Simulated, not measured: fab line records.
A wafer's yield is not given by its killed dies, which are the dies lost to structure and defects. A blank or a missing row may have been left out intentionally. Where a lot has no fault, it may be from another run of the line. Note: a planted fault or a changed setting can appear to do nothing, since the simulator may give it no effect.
Chamber matching || flow sky130 || SKY_VIA1_HDPCVD_00 on hdpcvd-01 has 3 sister chambers
The step deposits SiO2, target thk 1030 nm, time 171.7 s. 16 wafers are shown with their chamber, then 7 later ones without.

WAFERS WITH THEIR CHAMBER
{"wafer": "L747.2", "chamber": 1, "sih4FlowSccm (sccm)": 60.05}
{"wafer": "L747.4", "chamber": 2, "sih4FlowSccm (sccm)": 60.37}
{"wafer": "L747.5", "chamber": 1, "sih4FlowSccm (sccm)": 59.83}
{"wafer": "L749.3", "chamber": 0, "sih4FlowSccm (sccm)": 59.92}
{"wafer": "L749.4", "chamber": 0, "sih4FlowSccm (sccm)": 59.69}
{"wafer": "L749.5", "chamber": 2, "sih4FlowSccm (sccm)": 60.22}
{"wafer": "L753.1", "chamber": 2, "sih4FlowSccm (sccm)": 59.95}
{"wafer": "L753.3", "chamber": 0, "sih4FlowSccm (sccm)": 59.85}
{"wafer": "L753.5", "chamber": 1, "sih4FlowSccm (sccm)": 59.97}
{"wafer": "L756.1", "chamber": 2, "sih4FlowSccm (sccm)": 60.03}
{"wafer": "L756.3", "chamber": 0, "sih4FlowSccm (sccm)": 59.80}
{"wafer": "L756.6", "chamber": 0, "sih4FlowSccm (sccm)": 59.85}
{"wafer": "L757.2", "chamber": 2, "sih4FlowSccm (sccm)": 59.58}
{"wafer": "L757.5", "chamber": 2, "sih4FlowSccm (sccm)": 60.02}
{"wafer": "L757.6", "chamber": 0, "sih4FlowSccm (sccm)": 59.85}
{"wafer": "L758.4", "chamber": 1, "sih4FlowSccm (sccm)": 59.66}

SIGNATURES, as means of the wafers listed above
{"reading": "sih4FlowSccm", "chamber 0": 59.8267, "chamber 1": 59.8775, "chamber 2": 60.0283, "scatter within a chamber": 0.192}
Rule: for each reading, subtract the chamber's mean from the wafer's reading, divide by that reading's scatter and square the result; add these up over the readings and take the root, which gives the wafer's distance from the chamber. The wafer belongs to the nearest chamber; if the next one is less than 2 further off, it can't be placed. The scatter: the root of (the sum of the squares of (reading less its chamber's mean) over the shown wafers, divided by (wafers less chambers)).

WAFERS WHOSE CHAMBER IS MISSING
{"wafer": "L758.5", "sih4FlowSccm (sccm)": 60.36}
{"wafer": "L758.6", "sih4FlowSccm (sccm)": 60.50}
{"wafer": "L759.1", "sih4FlowSccm (sccm)": 60.15}
{"wafer": "L759.2", "sih4FlowSccm (sccm)": 60.35}
{"wafer": "L759.6", "sih4FlowSccm (sccm)": 60.40}
{"wafer": "L760.2", "sih4FlowSccm (sccm)": 59.73}
{"wafer": "L760.4", "sih4FlowSccm (sccm)": 60.07}

THE CHAMBER EACH PASSED THROUGH
{"wafer": "L758.5", "from the rows above": "can't be placed: 2 or 1 or 0", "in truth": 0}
{"wafer": "L758.6", "from the rows above": "can't be placed: 2 or 1 or 0", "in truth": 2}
{"wafer": "L759.1", "from the rows above": "can't be placed: 2 or 1 or 0", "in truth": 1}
{"wafer": "L759.2", "from the rows above": "can't be placed: 2 or 1 or 0", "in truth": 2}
{"wafer": "L759.6", "from the rows above": "can't be placed: 2 or 1 or 0", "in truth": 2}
{"wafer": "L760.2", "from the rows above": "can't be placed: 0 or 1 or 2", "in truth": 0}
{"wafer": "L760.4", "from the rows above": "can't be placed: 2 or 1 or 0", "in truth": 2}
Correct placement for 0 of the 7. Can't be placed from these rows: 7 (the true chamber is among the candidates in 7). Wrongly placed: 0.
